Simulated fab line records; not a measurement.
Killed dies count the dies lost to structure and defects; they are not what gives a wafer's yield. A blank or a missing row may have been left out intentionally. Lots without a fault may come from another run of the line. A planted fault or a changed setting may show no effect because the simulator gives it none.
fab line records	flow sky130
record: lots: 5	wafers: 15	last_day: 50
route steps=708 shown DNWELL@41 PWDE@45 NWELL@56 PAD_OPEN@708
lots with no fault: from the same line, run without faults
start_h: hours from the record's first day to the start of the lot's first wafer shown	wait_h: hours since the lot's step before	" identical to the entry in the row above	L1.1+2: a single row standing in for several wafers	- either no value or no given start	* or withheld: withheld	< > ~ a bound
route shown NAME@n: NAME is a module with steps in the file, n the number in the route of the first one	usual: the fault-free wafers' mean and standard deviation	same: alike in all rows	chamber/n: place in a boat	sites: each site's reading	_std_site: standard deviation of those values	_edge_site: outer sites' mean less inner sites'	radius_mm: for every site, how far away it sits from the centre of the wafer	mask NAME#n: copy n	behind: the last tool/chamber to shape the wafer	hold: what put the lot on hold/how long, in hours/how the hold closed	device: which transistor (n, p or np) failed to switch	end of line: the tests these same wafers got at the end of their route	a step without rows: its recipe alone	killed: at the first sort, the dies lost to defects and structure; wafer yield is something else	map: a wafer's dies, x killed, . not, _ none there
set.NAME: the run value of the setting; set.NAME@STEP: its run value at that earlier step	model.NAME: the simulator's own value behind a step, which no gauge read
lots at some steps of the route; a table a step, a row a wafer
services: when a tool's chamber went out of use (start_h, in hours from the record's first day, below 0 if earlier), for how many hours, and the reason
== steps ==
step: SKY_DNWELL_DEVELOP_06
recipe: wall_angle_deg: 90	developer: TMAH	develop_time_s: 60	dev_temp_c: 23
step: SKY_DNWELL_IMPLANT_07
recipe: species: P	energy_kev: withheld	dose_cm2: withheld	tilt_deg: withheld
step: SKY_DNWELL_STRIP_08
recipe: chemistry: O2/N2	power_w: 1400	pressure_mtorr: 1500	platen_temp_c: withheld	o2_flow_sccm: 3000	n2_flow_sccm: 300	overash_fraction: 0.5
usual: drypump_motor_current_A: 5.8/0.56	n2_flow_sccm: 299.9/0.87	o2_flow_sccm: 3000/10	oes_product_au: 0.722/0.0046	strip_time_to_endpoint_s: 36.88/0.11
lot.wafer	tool	chamber	start_h	wait_h	drypump_motor_current_A	n2_flow_sccm	o2_flow_sccm	oes_product_au	rf_hours_counter_h	strip_time_to_endpoint_s
L773.2	plasma_asher-04	0	67.33	0.1	6.6	300.3	2995	0.718	42	36.75
L773.3	"	0	"	"	6.6	299.3	2997	0.727	-	36.74
L773.5	"	1	"	"	5.5	299.9	3009	0.723	-	36.76
L776.3	plasma_asher-02	1	86.34	0.1	6.2	298.2	3006	0.730	-	36.76
L776.4	"	0	"	"	4.9	298.1	2981	0.722	-	36.69
L776.5	"	1	"	"	6.1	298.9	3009	0.719	-	36.79
L778.1	plasma_asher-02	0	93.28	0.1	4.9	299.0	3016	0.712	29	36.77
L778.2	"	1	"	"	6.1	300.2	3009	0.723	29	36.80
L778.4	"	0	"	"	4.9	299.0	2999	0.720	-	36.82
L790.2	plasma_asher-02	0	162.25	0.1	4.9	299.2	2984	0.719	36	36.90
L790.3	"	0	"	"	4.9	299.5	2984	0.721	-	36.99
L790.6	"	1	"	"	6.1	298.7	2998	0.718	-	36.97
L791.1	plasma_asher-01	1	166.40	0.1	5.7	299.6	2993	0.718	49	37.00
L791.3	"	1	"	"	5.7	299.4	2995	0.720	-	36.91
L791.6	"	1	"	"	5.7	300.3	2983	0.722	-	37.04
step: SKY_DNWELL_TW_MEAS_09
usual: DNWELL_TW: 1110/6.9
lot.wafer	tool	chamber	start_h	wait_h	DNWELL_TW
L773.2	film_metro-03	-	67.44	0.1	1118
L773.3	"	-	"	"	1117
L773.5	"	-	"	"	1114
L776.3	film_metro-01	-	86.43	0.1	1103
L776.4	"	-	"	"	1112
L776.5	"	-	"	"	1108
L778.1	film_metro-04	-	93.38	0.1	1120
L778.2	"	-	"	"	1116
L778.4	"	-	"	"	1114
L790.2	film_metro-01	-	162.36	0.1	1102
L790.3	"	-	"	"	1101
L790.6	"	-	"	"	1100
L791.1	film_metro-01	-	166.76	0.3	1106
L791.3	"	-	"	"	1095
L791.6	"	-	"	"	1110
step: SKY_PWDE_DEHYDRATE_00
recipe: temp_c: 200	time_s: 60
step: SKY_PWDE_HMDS_01
recipe: prime_time_s: 60	prime_temp_c: 120
step: SKY_PWDE_COAT_02
recipe: spin_rpm: 2000	resist_thk_nm: 3000
step: SKY_PWDE_SOFTBAKE_03
recipe: temp_c: 110	time_s: withheld
step: SKY_PWDE_EXPOSE_04
recipe: mask_id: PWDEM	na: 0.6	source_shape: conventional	sigma_outer: 0.6	polarization: unpolarized	target_cd_nm: 840	dose_mj: 214
step: SKY_PWDE_PEB_05
recipe: temp_c: 115	time_s: withheld
step: SKY_PWDE_DEVELOP_06
recipe: wall_angle_deg: 90	developer: TMAH	develop_time_s: 60	dev_temp_c: 23
step: SKY_PWDE_OVL_MEAS_07
usual: PWDE_OVL: 0.0/1.3
lot.wafer	tool	chamber	start_h	wait_h	PWDE_OVL[nm]
L773.2	overlay-01	-	83.08	-	-0.2
L773.3	"	-	"	"	2.0
L773.5	"	-	"	"	0.0
L776.3	overlay-01	-	103.55	-	-0.7
L776.4	"	-	"	"	0.0
L776.5	"	-	"	"	0.0
L778.1	overlay-01	-	110.63	-	0.4
L778.2	"	-	"	"	-0.7
L778.4	"	-	"	"	1.0
L790.2	overlay-01	-	182.96	-	-1.3
L790.3	"	-	"	"	-2.1
L790.6	"	-	"	"	-0.7
L791.1	overlay-01	-	187.70	-	-0.9
L791.3	"	-	"	"	1.4
L791.6	"	-	"	"	-1.0
step: SKY_PWDE_IMPLANT_08
recipe: species: B	energy_kev: 150	dose_cm2: 3.6e+12	tilt_deg: withheld
lot.wafer	tool	chamber	start_h	wait_h
L773.2+3+5	implanter-03	0	83.14	0.0
L776.3+4+5	implanter-03	0	103.62	0.1
L778.1+2+4	implanter-03	0	110.66	0.0
L790.2+3+6	implanter-01	0	183.01	0.0
L791.1+3+6	implanter-01	0	187.74	0.0
step: SKY_PWDE_STRIP_09
recipe: chemistry: O2/N2	power_w: 1400	pressure_mtorr: 1500	platen_temp_c: withheld	o2_flow_sccm: 3000	n2_flow_sccm: 300	overash_fraction: 0.5
usual: drypump_motor_current_A: 5.5/0.46	n2_flow_sccm: 300.1/0.99	o2_flow_sccm: 2999/8.9	oes_product_au: 0.723/0.0044	strip_time_to_endpoint_s: 36.92/0.11
lot.wafer	tool	chamber	start_h	wait_h	drypump_motor_current_A	n2_flow_sccm	o2_flow_sccm	oes_product_au	rf_hours_counter_h	strip_time_to_endpoint_s
L773.2	plasma_asher-02	0	83.26	0.1	4.9	301.6	3005	0.734	28	36.85
L773.3	"	1	"	"	6.2	299.4	2985	0.719	-	36.83
L773.5	"	1	"	"	6.1	298.6	2987	0.720	-	36.89
L776.3	plasma_asher-01	1	103.76	0.1	5.7	301.4	3003	0.728	-	36.89
L776.4	"	0	"	"	6.1	299.6	3011	0.719	-	36.86
L776.5	"	0	"	"	6.1	300.4	3019	0.721	-	36.87
L778.1	plasma_asher-03	0	110.81	0.1	5.3	300.1	2998	0.726	38	36.90
L778.2	"	1	"	"	5.3	300.0	3007	0.728	38	36.94
L778.4	"	1	"	"	5.2	300.9	2993	0.727	-	37.03
L790.2	plasma_asher-03	0	183.14	0.1	5.3	300.8	3004	0.722	45	37.13
L790.3	"	0	"	"	5.3	299.8	3001	0.730	-	37.08
L790.6	"	0	"	"	5.3	301.3	3011	0.718	-	37.14
L791.1	plasma_asher-01	1	187.89	0.1	5.7	300.8	2997	0.726	51	36.74
L791.3	"	0	"	"	6.1	298.3	2993	0.725	-	36.65
L791.6	"	0	"	"	6.1	299.3	2994	0.722	-	36.78
step: SKY_PWDE_TW_MEAS_10
usual: PWDE_TW: 372.0/2
lot.wafer	tool	chamber	start_h	wait_h	PWDE_TW
L773.2	film_metro-01	-	83.37	0.1	373.7
L773.3	"	-	"	"	371.3
L773.5	"	-	"	"	372.5
L776.3	film_metro-03	-	103.84	0.1	371.1
L776.4	"	-	"	"	370.8
L776.5	"	-	"	"	372.7
L778.1	film_metro-03	-	110.91	0.1	364.9
L778.2	"	-	"	"	363.6
L778.4	"	-	"	"	364.1
L790.2	film_metro-03	-	183.25	0.1	369.8
L790.3	"	-	"	"	369.6
L790.6	"	-	"	"	370.3
L791.1	film_metro-01	-	187.99	0.1	372.5
L791.3	"	-	"	"	370.2
L791.6	"	-	"	"	368.7
step: SKY_NWELL_DEHYDRATE_03
recipe: temp_c: 200	time_s: 60
step: SKY_NWELL_HMDS_04
recipe: prime_time_s: 60	prime_temp_c: 120
step: SKY_NWELL_COAT_05
recipe: spin_rpm: 2000	resist_thk_nm: 3000
step: SKY_NWELL_SOFTBAKE_06
recipe: temp_c: 110	time_s: withheld
step: SKY_NWELL_EXPOSE_07
recipe: mask_id: NWM	na: 0.6	source_shape: conventional	sigma_outer: 0.6	polarization: unpolarized	target_cd_nm: 840	dose_mj: 255
step: SKY_NWELL_PEB_08
recipe: temp_c: 115	time_s: withheld
step: SKY_NWELL_DEVELOP_09
recipe: wall_angle_deg: 90	developer: TMAH	develop_time_s: 60	dev_temp_c: 23
step: SKY_NWELL_OVL_MEAS_10
usual: NWELL_00_OVL: -1.5/1.3
lot.wafer	tool	chamber	start_h	wait_h	NWELL_00_OVL[nm]
L773.2	overlay-02	-	100.49	-	-1.4
L773.3	"	-	"	"	-1.1
L773.5	"	-	"	"	-2.2
L776.3	overlay-01	-	121.27	-	-0.7
L776.4	"	-	"	"	-0.7
L776.5	"	-	"	"	1.1
L778.1	overlay-01	-	128.95	-	2.1
L778.2	"	-	"	"	-1.5
L778.4	"	-	"	"	-0.4
L790.2	overlay-02	-	205.06	-	0.5
L790.3	"	-	"	"	-2.0
L790.6	"	-	"	"	-1.9
L791.1	overlay-02	-	209.70	-	-2.0
L791.3	"	-	"	"	-0.7
L791.6	"	-	"	"	-2.2
step: SKY_NWELL_IMPLANT_11
recipe: species: P	energy_kev: 400	dose_cm2: 1.9e+13	tilt_deg: withheld
step: SKY_NWELL_IMPLANT_12
recipe: species: P	energy_kev: 120	dose_cm2: 1.3e+12	tilt_deg: withheld
step: SKY_NWELL_IMPLANT_13
recipe: species: P	energy_kev: 50	dose_cm2: 7e+11	tilt_deg: withheld
step: SKY_NWELL_STRIP_14
recipe: chemistry: O2/N2	power_w: 1400	pressure_mtorr: 1500	platen_temp_c: withheld	o2_flow_sccm: 3000	n2_flow_sccm: 300	overash_fraction: 0.5
usual: drypump_motor_current_A: 5.6/0.59	n2_flow_sccm: 300.0/0.93	o2_flow_sccm: 3001/11	oes_product_au: 0.722/0.0048	strip_time_to_endpoint_s: 36.95/0.11
lot.wafer	tool	chamber	start_h	wait_h	drypump_motor_current_A	n2_flow_sccm	o2_flow_sccm	oes_product_au	rf_hours_counter_h	strip_time_to_endpoint_s
L773.2	plasma_asher-03	1	100.97	0.1	5.2	300.2	3000	0.720	37	36.97
L773.3	"	1	"	"	5.3	300.4	2997	0.721	-	37.08
L773.5	"	0	"	"	5.3	298.7	3001	0.727	-	37.06
L776.3	plasma_asher-02	0	121.78	0.1	4.9	302.5	3010	0.721	-	36.83
L776.4	"	1	"	"	6.2	299.4	3018	0.724	-	36.81
L776.5	"	1	"	"	6.2	300.8	3012	0.712	-	36.71
L778.1	plasma_asher-03	1	129.44	0.1	5.3	301.0	3003	0.725	40	37.02
L778.2	"	0	"	"	5.3	300.1	3001	0.723	40	37.04
L778.4	"	1	"	"	5.2	298.5	2993	0.723	-	37.11
L790.2	plasma_asher-03	1	205.54	0.1	5.3	300.4	2999	0.727	47	36.90
L790.3	"	0	"	"	5.3	300.9	3007	0.719	-	36.97
L790.6	"	1	"	"	5.3	300.8	2993	0.724	-	36.88
L791.1	plasma_asher-03	1	210.19	0.1	5.2	300.8	3014	0.725	48	36.93
L791.3	"	0	"	"	5.3	299.2	2984	0.714	-	36.98
L791.6	"	0	"	"	5.3	299.4	3002	0.716	-	37.03
step: SKY_NWELL_TW_MEAS_15
usual: NWELL_TW: 1813/12
lot.wafer	tool	chamber	start_h	wait_h	NWELL_TW
L773.2	film_metro-01	-	101.08	0.1	1814
L773.3	"	-	"	"	1822
L773.5	"	-	"	"	1823
L776.3	film_metro-01	-	121.86	0.1	1815
L776.4	"	-	"	"	1825
L776.5	"	-	"	"	1819
L778.1	film_metro-04	-	129.54	0.1	1821
L778.2	"	-	"	"	1823
L778.4	"	-	"	"	1827
L790.2	film_metro-03	-	205.65	0.1	1820
L790.3	"	-	"	"	1820
L790.6	"	-	"	"	1812
L791.1	film_metro-03	-	210.29	0.1	1822
L791.3	"	-	"	"	1819
L791.6	"	-	"	"	1828
step: SKY_NWELL_DEHYDRATE_16
recipe: temp_c: 200	time_s: 60
step: SKY_NWELL_HMDS_17
recipe: prime_time_s: 60	prime_temp_c: 120
step: SKY_NWELL_COAT_18
recipe: spin_rpm: 2000	resist_thk_nm: 3000
step: SKY_NWELL_SOFTBAKE_19
recipe: temp_c: 110	time_s: withheld
step: SKY_NWELL_EXPOSE_20
recipe: mask_id: NWM_COMPLEMENT	na: 0.6	source_shape: conventional	sigma_outer: 0.6	polarization: unpolarized	target_cd_nm: 840	dose_mj: 260
step: SKY_NWELL_PEB_21
recipe: temp_c: 115	time_s: withheld
step: SKY_NWELL_DEVELOP_22
recipe: wall_angle_deg: 90	developer: TMAH	develop_time_s: 60	dev_temp_c: 23
step: SKY_NWELL_OVL_MEAS_23
usual: NWELL_01_OVL: 0.4/1.1
lot.wafer	tool	chamber	start_h	wait_h	NWELL_01_OVL[nm]
L773.2	overlay-01	-	119.14	-	-0.1
L773.3	"	-	"	"	0.5
L773.5	"	-	"	"	1.5
L776.3	overlay-01	-	140.46	-	0.0
L776.4	"	-	"	"	-1.3
L776.5	"	-	"	"	0.1
L778.1	overlay-01	-	148.66	-	-1.7
L778.2	"	-	"	"	-0.6
L778.4	"	-	"	"	-2.0
L790.2	overlay-01	-	228.36	-	0.7
L790.3	"	-	"	"	-0.6
L790.6	"	-	"	"	0.7
L791.1	overlay-02	-	232.74	-	2.8
L791.3	"	-	"	"	0.6
L791.6	"	-	"	"	-1.4
step: SKY_NWELL_IMPLANT_24
recipe: species: B	energy_kev: 140	dose_cm2: 9.2e+12	tilt_deg: withheld
step: SKY_NWELL_STRIP_25
recipe: chemistry: O2/N2	power_w: 1400	pressure_mtorr: 1500	platen_temp_c: withheld	o2_flow_sccm: 3000	n2_flow_sccm: 300	overash_fraction: 0.5
usual: drypump_motor_current_A: 5.7/0.61	n2_flow_sccm: 300.0/0.98	o2_flow_sccm: 2999/9.1	oes_product_au: 0.722/0.0045	strip_time_to_endpoint_s: 36.92/0.13
lot.wafer	tool	chamber	start_h	wait_h	drypump_motor_current_A	n2_flow_sccm	o2_flow_sccm	oes_product_au	rf_hours_counter_h	strip_time_to_endpoint_s
L773.2	plasma_asher-02	0	119.32	0.1	4.9	299.9	3013	0.720	32	36.97
L773.3	"	1	"	"	6.2	299.7	3003	0.726	-	36.96
L773.5	"	1	"	"	6.2	300.5	2995	0.725	-	36.97
L776.3	plasma_asher-04	1	140.67	0.1	5.4	300.2	3006	0.714	-	36.92
L776.4	"	0	"	"	6.6	300.8	3009	0.721	-	36.97
L776.5	"	0	"	"	6.6	301.5	3004	0.717	-	36.94
L778.1	plasma_asher-03	0	148.84	0.1	5.2	301.6	2984	0.727	42	37.04
L778.2	"	1	"	"	5.2	299.4	3008	0.726	42	37.05
L778.4	"	0	"	"	5.3	300.8	2987	0.729	-	37.03
L790.2	plasma_asher-02	0	228.54	0.1	4.9	299.5	3010	0.723	42	36.84
L790.3	"	0	"	"	4.9	299.9	3009	0.728	-	36.95
L790.6	"	1	"	"	6.1	300.4	3001	0.719	-	36.92
L791.1	plasma_asher-02	0	232.92	0.1	4.9	298.1	3004	0.720	43	36.79
L791.3	"	1	"	"	6.1	298.0	2985	0.722	-	36.75
L791.6	"	1	"	"	6.1	298.9	2987	0.721	-	36.79
step: SKY_NWELL_TW_MEAS_26
usual: NWELL_2_TW: 492/3.5
lot.wafer	tool	chamber	start_h	wait_h	NWELL_2_TW
L773.2	film_metro-04	-	119.43	0.1	498
L773.3	"	-	"	"	495
L773.5	"	-	"	"	493
L776.3	film_metro-01	-	140.76	0.1	497
L776.4	"	-	"	"	494
L776.5	"	-	"	"	494
L778.1	film_metro-01	-	148.94	0.1	493
L778.2	"	-	"	"	491
L778.4	"	-	"	"	493
L790.2	film_metro-03	-	228.65	0.1	492
L790.3	"	-	"	"	489
L790.6	"	-	"	"	492
L791.1	film_metro-04	-	233.02	0.1	487
L791.3	"	-	"	"	487
L791.6	"	-	"	"	489
step: SKY_NWELL_CLEAN_27
recipe: chemistry: SC1/SC2	mix: 1:4:20	temp_c: 70	time_s: 150	dry: n2_spin
step: SKY_NWELL_RTA_28
recipe: temp_c: 1050	time_s: 30	idle_temp_c: 650	ramp_up_c_per_s: 150	ramp_down_c_per_s: 90	ambient: N2
usual: lamp_power_pct: 25.30/0.058	wafer_temp_C_max: 1055.0/1
lot.wafer	tool	chamber	start_h	wait_h	lamp_power_pct	wafer_temp_C_max
L773.2	rtp_anneal-01	0	119.55	0.0	25.30	1055.8
L773.3	"	0	"	"	25.27	1054.7
L773.5	"	0	"	"	25.28	1054.6
L776.3	rtp_anneal-01	0	140.88	0.0	25.32	1054.7
L776.4	"	0	"	"	25.30	1055.6
L776.5	"	0	"	"	25.31	1054.8
L778.1	rtp_anneal-01	0	149.05	0.0	25.25	1053.6
L778.2	"	0	"	"	25.31	1054.9
L778.4	"	0	"	"	25.34	1054.4
L790.2	rtp_anneal-01	0	228.77	0.0	25.18	1054.3
L790.3	"	0	"	"	25.20	1053.7
L790.6	"	0	"	"	25.32	1055.2
L791.1	rtp_anneal-01	0	233.13	0.0	25.22	1054.7
L791.3	"	0	"	"	25.33	1054.1
L791.6	"	0	"	"	25.23	1055.4
step: SKY_NWELL_RS_MEAS_29
recipe: thk_meas_gauge: four-point-probe
usual: NWELL_RS: 624.6/1.7
lot.wafer	tool	chamber	start_h	wait_h	NWELL_RS[ohm/sq]
L773.2	film_metro-03	-	119.65	0.1	627.0
L773.3	"	-	"	"	625.5
L773.5	"	-	"	"	623.2
L776.3	film_metro-04	-	140.99	0.1	624.5
L776.4	"	-	"	"	621.1
L776.5	"	-	"	"	622.5
L778.1	film_metro-01	-	149.15	0.1	622.4
L778.2	"	-	"	"	624.6
L778.4	"	-	"	"	622.9
L790.2	film_metro-03	-	228.87	0.1	624.4
L790.3	"	-	"	"	624.2
L790.6	"	-	"	"	624.0
L791.1	film_metro-01	-	233.23	0.1	622.9
L791.3	"	-	"	"	622.8
L791.6	"	-	"	"	621.6
step: SKY_NWELL_RS_MEAS_31
recipe: thk_meas_gauge: four-point-probe
usual: PWDE_RS: 5278/18
lot.wafer	tool	chamber	start_h	wait_h	PWDE_RS[ohm/sq]
L773.2	film_metro-03	-	119.89	0.1	5277
L773.3	"	-	"	"	5286
L773.5	"	-	"	"	5267
L776.3	film_metro-04	-	141.23	0.1	5270
L776.4	"	-	"	"	5283
L776.5	"	-	"	"	5260
L778.1	film_metro-01	-	149.39	0.1	5591
L778.2	"	-	"	"	5590
L778.4	"	-	"	"	5576
L790.2	film_metro-03	-	229.11	0.1	5285
L790.3	"	-	"	"	5279
L790.6	"	-	"	"	5274
L791.1	film_metro-01	-	233.47	0.1	5264
L791.3	"	-	"	"	5248
L791.6	"	-	"	"	5264
step: SKY_PAD_OPEN_PROBE_99
usual: killed_at_M0_to_M3: 43/6.7	killed_at_M4_up: 3.1/1.9	killed_at_contacts: 25/5	killed_at_front_end: 15/4	killed_at_other: 0.4/0.69	killed_dies: 87/9.2	killed_open: 46/7.1	killed_short: 40/6.8
same: gross_dies: 492	killed_at_back_side: 0
lot.wafer	tool	chamber	start_h	wait_h	killed_at_M0_to_M3	killed_at_M4_up	killed_at_contacts	killed_at_front_end	killed_at_other	killed_dies	killed_open	killed_short	model.etest.res_p_drift_20v.line_ohm_um	model.etest.res_p_drift_20v.rs_ohm_sq	model.etest.res_pwde_under_gate.rs_ohm_sq
L773.2	prober-01	-	1101.84	0.1	33	2	30	12	0	77	38	37	1.079e+04	8894	6150
L773.3	prober-01	-	1101.89	0.2	48	1	23	7	0	79	37	42	1.066e+04	8927	6189
L773.5	prober-01	-	1101.99	0.2	47	2	22	15	0	86	39	47	1.063e+04	8851	6150
L776.3	prober-01	-	1116.98	0.2	48	1	25	11	0	85	46	39	1.152e+04	9679	6352
L776.4	prober-01	-	1117.03	0.2	37	0	28	18	0	83	39	43	1.246e+04	1.027e+04	6312
L776.5	prober-01	-	1117.08	0.2	61	2	26	13	0	102	51	50	1.161e+04	9629	6312
L778.1	prober-01	-	1126.96	0.1	39	3	17	15	1	75	40	35	1.352e+04	1.123e+04	7019
L778.2	prober-01	-	1127.01	0.1	33	2	25	16	0	76	39	37	1.463e+04	1.215e+04	6983
L778.4	prober-01	-	1127.11	0.2	32	2	22	14	0	70	34	36	1.339e+04	1.11e+04	7015
L790.2	prober-01	-	1195.88	0.1	36	5	26	13	0	80	38	42	1.054e+04	8744	6164
L790.3	prober-01	-	1195.93	0.2	39	3	30	17	0	89	43	46	1.043e+04	8623	6158
L790.6	prober-01	-	1196.08	0.2	48	7	31	9	0	95	44	51	1.04e+04	8596	6119
L791.1	prober-02	-	1203.11	0.1	50	4	21	18	0	93	43	49	1.131e+04	9334	6175
L791.3	prober-02	-	1203.21	0.2	48	0	15	17	0	80	45	35	1.071e+04	8910	6146
L791.6	prober-02	-	1203.36	0.2	53	4	22	19	0	98	52	46	1.106e+04	9266	6132
killed by level:class
L773.2 CONTACT:geometric_particle:open=10 LOCAL_INTERCONNECT:geometric_particle:short=8 LI_CONTACT:geometric_particle:open=7 METAL1:geometric_particle:short=5 VIA3:geometric_particle:open=4 METAL2:geometric_particle:short=4 VIA2:geometric_particle:open=4 FIELD_ISO:geometric_particle:short=3
L773.3 VIA1:geometric_particle:open=9 LI_CONTACT:geometric_particle:open=8 VIA2:geometric_particle:open=7 CONTACT:geometric_particle:short=6 METAL1:geometric_particle:short=6 VIA1:geometric_particle:short=6 VIA2:geometric_particle:short=5 CONTACT:geometric_particle:open=5
L773.5 CONTACT:geometric_particle:open=11 METAL1:geometric_particle:short=8 METAL2:geometric_particle:short=8 VIA1:geometric_particle:short=7 VIA2:geometric_particle:open=5 FIELD_ISO:geometric_particle:open=4 FIELD_ISO:geometric_particle:short=4 POLY_GATE:geometric_particle:short=4
L776.3 METAL1:geometric_particle:short=10 VIA3:geometric_particle:open=9 CONTACT:geometric_particle:open=9 LI_CONTACT:geometric_particle:open=8 VIA1:geometric_particle:open=7 CONTACT:geometric_particle:short=6 METAL2:geometric_particle:short=6 VIA2:geometric_particle:open=6
L776.4 VIA3:geometric_particle:open=9 CONTACT:geometric_particle:open=9 LOCAL_INTERCONNECT:geometric_particle:short=8 FIELD_ISO:geometric_particle:short=7 VIA1:geometric_particle:open=5 VIA2:geometric_particle:open=5 FIELD_ISO:geometric_particle:open=4 POLY_GATE:geometric_particle:short=4
L776.5 METAL2:geometric_particle:short=14 VIA1:geometric_particle:open=11 METAL1:geometric_particle:short=9 VIA3:geometric_particle:open=9 LI_CONTACT:geometric_particle:open=7 CONTACT:geometric_particle:open=7 LOCAL_INTERCONNECT:geometric_particle:short=5 CONTACT:geometric_particle:short=5
L778.1 VIA1:geometric_particle:open=12 METAL1:geometric_particle:short=7 LI_CONTACT:geometric_particle:short=5 LI_CONTACT:geometric_particle:open=5 CONTACT:geometric_particle:open=5 FIELD_ISO:geometric_particle:open=4 POLY_GATE:geometric_particle:open=4 VIA2:geometric_particle:open=4
L778.2 VIA1:geometric_particle:open=8 CONTACT:geometric_particle:open=8 METAL1:geometric_particle:short=7 CONTACT:geometric_particle:short=6 FIELD_ISO:geometric_particle:short=5 VIA2:geometric_particle:open=5 FIELD_ISO:geometric_particle:open=4 LI_CONTACT:geometric_particle:open=4
L778.4 LI_CONTACT:geometric_particle:open=7 CONTACT:geometric_particle:short=6 VIA1:geometric_particle:open=6 METAL2:geometric_particle:short=5 CONTACT:geometric_particle:open=5 METAL1:geometric_particle:short=5 VIA1:geometric_particle:short=5 VIA2:geometric_particle:open=5
L790.2 CONTACT:geometric_particle:open=8 LOCAL_INTERCONNECT:geometric_particle:short=7 VIA1:geometric_particle:open=7 LI_CONTACT:geometric_particle:open=6 POLY_GATE:geometric_particle:open=5 VIA1:geometric_particle:short=5 VIA3:geometric_particle:short=5 METAL1:geometric_particle:short=4
L790.3 CONTACT:geometric_particle:open=12 VIA1:geometric_particle:open=11 LOCAL_INTERCONNECT:geometric_particle:short=8 METAL2:geometric_particle:short=8 POLY_GATE:geometric_particle:short=6 METAL1:geometric_particle:short=5 POLY_GATE:geometric_particle:open=4 CONTACT:geometric_particle:short=4
L790.6 VIA1:geometric_particle:open=13 CONTACT:geometric_particle:open=9 METAL1:geometric_particle:short=9 CONTACT:geometric_particle:short=8 FIELD_ISO:geometric_particle:short=6 LI_CONTACT:geometric_particle:open=6 METAL2:geometric_particle:short=5 METAL4:geometric_particle:short=5
L791.1 VIA1:geometric_particle:open=10 VIA1:geometric_particle:short=7 METAL2:geometric_particle:short=7 LI_CONTACT:geometric_particle:open=6 CONTACT:geometric_particle:open=6 METAL1:geometric_particle:short=5 VIA3:geometric_particle:open=5 VIA3:geometric_particle:short=5
L791.3 VIA1:geometric_particle:open=14 CONTACT:geometric_particle:open=7 POLY_GATE:geometric_particle:short=6 VIA2:geometric_particle:open=6 METAL2:geometric_particle:short=6 VIA3:geometric_particle:open=5 VIA1:geometric_particle:short=4 FIELD_ISO:geometric_particle:short=3
L791.6 VIA2:geometric_particle:open=12 VIA1:geometric_particle:open=10 FIELD_ISO:geometric_particle:open=7 CONTACT:geometric_particle:open=7 METAL2:geometric_particle:short=7 VIA3:geometric_particle:open=6 LI_CONTACT:geometric_particle:short=5 METAL1:geometric_particle:short=5
== services ==
tool	chamber	start_h	hours	kind
implanter-03	-	67.96	6.9	repair
implanter-03	-	71.91	1.8	repair
implanter-03	-	107.77	1.8	repair
plasma_asher-04	-	108.75	9.0	pm
plasma_asher-04	0	108.75	9.0	vent_cycle
plasma_asher-04	1	108.75	9.0	vent_cycle
plasma_asher-04	0	117.75	-	clean
plasma_asher-04	1	117.75	-	clean
implanter-01	-	133.50	16.3	pm
plasma_asher-01	-	137.87	3.3	repair
implanter-03	-	156.45	1.9	repair
implanter-01	-	173.06	1.4	repair
implanter-03	-	203.35	2.9	repair
rtp_anneal-01	-	223.61	3.4	pm
== key ==
first_sign: step: SKY_PWDE_TW_MEAS_10	reading: PWDE_TW	direction: down	sigmas: 4	usual: 372.0	struck: 364.2
effect: step: SKY_NWELL_RS_MEAS_31	reading: PWDE_RS	direction: up	sigmas: 17	usual: 5278	struck: 5586
model_effect: step: SKY_PAD_OPEN_PROBE_99	value: etest.res_p_drift_20v.line_ohm_um	without: 1.231e+04	struck: 1.385e+04
met_at SKY_PWDE_IMPLANT_08
struck_wafers L778.1,L778.2,L778.4
tester_left_out L778
onset_between 103.62 110.66
fault: kind: process_parameter_drift	tool: implanter-03	chamber: -	onset_h: 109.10	steps: SKY_PWDE_IMPLANT_08	channel: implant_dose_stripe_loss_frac	offset: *	shape: step	end_h: 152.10
tester_left_out: of these lots the tester's yield and bins aren't shown, on N5 and GAA mostly nor the transistor test; their killed dies are dies lost to structure and defects alone, not to doping, threshold or leakage, so they don't give the yield
